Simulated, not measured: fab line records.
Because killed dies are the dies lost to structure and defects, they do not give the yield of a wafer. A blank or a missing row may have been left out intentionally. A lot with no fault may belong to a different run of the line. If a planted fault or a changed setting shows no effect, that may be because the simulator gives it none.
Chamber matching | flow gf180mcu | GF_STI_CMP_25 on cmp-02 has 4 sister chambers
The step polishes, stops on Si3N4, t overpolish 33 s, target thk 524.6 nm. 8 wafers are shown with their chamber, then 7 later ones without.

## WAFERS, EACH WITH ITS CHAMBER
wafer  | chamber | motor_current_A (A) | time_to_endpoint_s (s)
L785.2 | 1       | 10.9                | 120
L785.3 | 0       | 14.3                | 114
L785.4 | 2       | 13.1                | 116
L786.1 | 3       | 10.9                | 122
L786.2 | 1       | 11.2                | 118
L786.6 | 3       | 10.7                | 129
L787.1 | 0       | 13.3                | 119
L787.4 | 2       | 12.9                | 119

## WAFERS MISSING THEIR CHAMBER
wafer  | motor_current_A (A) | time_to_endpoint_s (s)
L787.5 | 13.7                | 121
L791.2 | 11.3                | 125
L791.5 | 10.2                | 120
L791.6 | 14.3                | 123
L792.1 | 13.3                | 127
L792.3 | 11.5                | 123
L792.4 | 12.8                | 125

## THE CHAMBER EACH PASSED THROUGH
wafer  | from the rows above     | in truth
L787.5 | can't be placed: 0 or 2 | 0
L791.2 | can't be placed: 3 or 1 | 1
L791.5 | can't be placed: 1 or 3 | 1
L791.6 | can't be placed: 0 or 2 | 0
L792.1 | can't be placed: 2 or 0 | 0
L792.3 | can't be placed: 1 or 3 | 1
L792.4 | can't be placed: 2 or 0 | 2
0 of 7 placed correctly. Not placeable from these rows: 7 (in 7, the candidates include the true chamber). Placed wrongly: 0.
How it was worked out, from the rows above alone: a wafer's distance from a chamber is the root of the sum, over the readings, of the square of ((its reading less the chamber's mean) divided by the reading's scatter). If the next closest chamber is less than 2 further off than the closest, the wafer can't be placed; otherwise it belongs to the closest. The mean given for a chamber averages the wafers shown for that chamber. The scatter: the root of (the sum of the squares of (reading less its chamber's mean) over the shown wafers, divided by (wafers less chambers)).
